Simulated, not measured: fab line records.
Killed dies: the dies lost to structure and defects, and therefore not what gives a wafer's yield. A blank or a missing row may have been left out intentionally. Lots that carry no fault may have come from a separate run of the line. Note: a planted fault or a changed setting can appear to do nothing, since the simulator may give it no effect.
Which of the tools did it? ; flow gf180mcu ; 39 wafers from 13 lots sampled at 7 of the route's 602 steps

WHAT EACH GAUGE READ, for each wafer
GF_PSD_CD_MEAS_07 targets a cd of 400 nm.
lot;measured;on;cd_nm (nm)
L419;day 14 03:25;cd_sem-01;397.1 396.6 397.0
L421;day 14 22:43;cd_sem-02;400.5 400.4 401.2
L422;day 15 01:14;cd_sem-01;398.8 400.0 400.0
L425;day 16 14:36;cd_sem-01;398.8 400.9 398.8
L426;day 16 18:40;cd_sem-01;398.9 398.2 398.7
L427;day 16 21:49;cd_sem-01;- - -
L428;day 17 18:25;cd_sem-02;- - -
L429;day 17 18:46;cd_sem-02;- - -
L435;day 19 14:44;cd_sem-02;402.8 401.3 401.7
L437;day 20 13:10;cd_sem-02;398.8 400.2 398.3
L440;day 21 16:09;cd_sem-02;399.9 400.2 400.5
L441;day 22 02:28;cd_sem-01;396.5 395.4 395.5
L442;day 22 08:01;cd_sem-01;399.0 397.6 397.5

GF_PSD_OVL_MEAS_08.
lot;measured;on;PSD_OVL (nm)
L419;day 14 03:32;overlay-01;0.0 -1.2 -0.3
L421;day 14 22:50;overlay-02;-0.2 -0.6 -0.4
L422;day 15 01:18;overlay-02;-0.4 1.4 -0.7
L425;day 16 14:43;overlay-01;-0.6 0.6 1.9
L426;day 16 18:47;overlay-01;2.8 0.1 2.5
L427;day 16 21:54;overlay-01;- - -
L428;day 17 18:32;overlay-02;- - -
L429;day 17 18:51;overlay-02;- - -
L435;day 19 14:51;overlay-02;0.0 -0.4 -0.5
L437;day 20 13:17;overlay-02;-0.9 0.5 3.2
L440;day 21 16:16;overlay-02;-0.4 0.1 -0.2
L441;day 22 02:35;overlay-01;1.4 0.4 0.1
L442;day 22 08:08;overlay-01;0.3 1.2 0.6

GF_PSD_TW_MEAS_11.
lot;measured;on;PSD_TW
L419;day 14 03:49;film_metro-03;3171 3144 3181
L421;day 14 23:07;film_metro-03;3168 3174 3175
L422;day 15 01:37;film_metro-03;3164 3181 3179
L425;day 16 15:01;film_metro-04;3146 3142 3139
L426;day 16 19:04;film_metro-03;3194 3179 3176
L427;day 16 22:11;film_metro-04;30 30 30 30 30 30
L428;day 17 18:49;film_metro-04;30 30 30 30 30 30
L429;day 17 19:13;film_metro-03;30 30 30 30 30 30
L435;day 19 15:08;film_metro-03;3189 3183 3183
L437;day 20 13:38;film_metro-03;3164 3192 3177
L440;day 21 16:34;film_metro-03;3188 3195 3186
L441;day 22 02:52;film_metro-04;3152 3147 3152
L442;day 22 08:25;film_metro-03;3194 3179 3179

GF_SAB_OVL_MEAS_10.
lot;measured;on;SAB_OVL (nm)
L419;day 15 00:37;overlay-02;-3.8 -1.2 -0.6
L421;day 15 20:40;overlay-01;-3.1 -1.1 -3.7
L422;day 16 00:07;overlay-01;-3.0 -1.2 -2.9
L425;day 17 14:04;overlay-01;-1.6 -1.6 -2.4
L426;day 17 18:34;overlay-01;2.0 3.2 2.1
L435;day 20 15:25;overlay-02;-2.6 -0.3 -1.5
L437;day 21 13:24;overlay-02;-3.7 -1.3 -3.0
L440;day 22 16:12;overlay-01;-3.4 -1.9 -2.0
L441;day 23 02:07;overlay-01;-0.6 -1.8 -0.6
L442;day 23 07:42;overlay-02;-2.7 -1.1 -2.8

GF_SALICIDE_THK_MEAS_05: measures by xrf.
lot;measured;on;SALICIDE_TIN_THK (nm)
L419;day 15 01:11;film_metro-04;20.5 20.5 20.6
L421;day 15 21:15;film_metro-03;20.4 20.2 20.0
L422;day 16 00:52;film_metro-03;20.5 20.5 20.2
L425;day 17 14:39;film_metro-03;20.8 21.1 20.8
L426;day 17 19:08;film_metro-03;20.0 20.3 20.3
L435;day 20 15:59;film_metro-04;19.9 19.7 19.9
L437;day 21 13:58;film_metro-03;19.8 20.1 20.1
L440;day 22 16:46;film_metro-04;20.2 20.5 20.6
L441;day 23 02:40;film_metro-03;19.8 20.0 19.6
L442;day 23 08:15;film_metro-03;19.7 19.7 19.9

EACH LOT AND THE TOOL THAT RAN IT (in order: tool; ch and the chambers of the sampled wafers; start)
lot;GF_HV_LDD_STRIP_49;GF_PSD_DEVELOP_06
L419;plasma_asher-01 ch 0,1, day 12 07:55;litho_track-04 ch 0, day 14 03:16
L421;plasma_asher-01 ch 0,1, day 13 01:58;litho_track-04 ch 0, day 14 22:34
L422;plasma_asher-02 ch 0,1, day 13 04:45;litho_track-04 ch 0, day 15 01:05
L425;plasma_asher-01 ch 0,1, day 14 16:46;litho_track-01 ch 0, day 16 14:27
L426;plasma_asher-02 ch 0,1, day 14 19:05;litho_track-04 ch 0, day 16 18:31
L427;plasma_asher-02 ch 0,1, day 14 21:49;litho_track-04 ch 0, day 16 21:40
L428;plasma_asher-04 ch 0,1, day 15 16:22;litho_track-04 ch 0, day 17 18:16
L429;plasma_asher-02 ch 0,1, day 15 17:07;litho_track-04 ch 0, day 17 18:37
L435;plasma_asher-01 ch 0,1, day 17 10:59;litho_track-03 ch 0, day 19 14:35
L437;plasma_asher-04 ch 0,1, day 18 08:23;litho_track-01 ch 0, day 20 13:02
L440;plasma_asher-02 ch 0,1, day 19 12:19;litho_track-01 ch 0, day 21 16:00
L441;plasma_asher-01 ch 0,1, day 19 23:34;litho_track-01 ch 0, day 22 02:18
L442;plasma_asher-02 ch 0,1, day 20 05:24;litho_track-01 ch 0, day 22 07:52
- GF_HV_LDD_STRIP_49: strips in O2/N2.
- GF_PSD_DEVELOP_06: develop time 60 s.

WHAT THE TOOLS THEMSELVES READ (means of the sampled wafers that have a number; where no wafer has one, the mark that the record gives instead)
GF_HV_LDD_STRIP_49.
lot;tool;drypump_motor_current_A (A);heater_power_w (W);oes_product_au (a.u.);strip_time_to_endpoint_s (s)
L419;plasma_asher-01;5.9;312;0.716;12.62
L421;plasma_asher-01;5.8;312;0.716;12.61
L422;plasma_asher-02;6.7;361;0.721;12.62
L425;plasma_asher-01;5.8;318;0.713;12.64
L426;plasma_asher-02;6.6;357;0.721;12.64
L427;plasma_asher-02;6.7;349;0.718;12.62
L428;plasma_asher-04;5.5;323;0.710;12.59
L429;plasma_asher-02;6.7;357;0.714;12.62
L435;plasma_asher-01;5.8;310;0.720;12.68
L437;plasma_asher-04;5.5;324;0.719;12.53
L440;plasma_asher-02;6.7;356;0.716;12.58
L441;plasma_asher-01;5.8;310;0.712;12.62
L442;plasma_asher-02;6.6;359;0.720;12.57

THE ANSWER, worked out from the rows above alone
Rule: what is usual is taken from the lots themselves. The widest of any qualifying gaps counts: lots, ordered by their means at a reading, are off when they make up no more than a third of the lots, leave a main group of 4 or more, and stand apart from it by 3 or more times the standard deviation of that group's means. The tables above print the reading to a certain number of digits; a main group whose means all agree to those digits is not used. Also off: a lot with no number at a reading for which 4 or more lots have one. Where the step has rows for the other lots, those lots are counted as sound. After the gauges, taken in route order, come the tools' own readings; for these a lot's mean is taken, as printed above. At the first step where some lot is off, the reading lying furthest off is the one used; lots without a number count as furthest.
Off: L427, L428, L429, at GF_PSD_CD_MEAS_07 (cd_nm). Without a number there: L427, L428, L429. The main group has a mean of 399.0 nm with a standard deviation of 1.7.
A tool fits if, at a process step before that reading, it ran every lot that is off, and no sound lot after the first of them. The gauges at GF_PSD_CD_MEAS_07 aren't tried: what is off there is off at GF_PSD_OVL_MEAS_08 too, on other tools, and a gauge's error can't cause that. One fits: GF_PSD_DEVELOP_06 on litho_track-04. A fault onset in the window from L426 (day 16 18:31, its last sound lot) to L427 (day 16 21:40, its first lot off) fits.

WHAT THE SIMULATOR HAD PUT IN
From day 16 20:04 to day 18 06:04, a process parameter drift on litho_track-04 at GF_PSD_DEVELOP_06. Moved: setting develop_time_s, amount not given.
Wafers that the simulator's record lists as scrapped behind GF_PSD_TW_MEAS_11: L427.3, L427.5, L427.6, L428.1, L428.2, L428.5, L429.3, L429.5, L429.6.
Struck lots among those shown: L427, L428, L429. This agrees with what the rule above found.
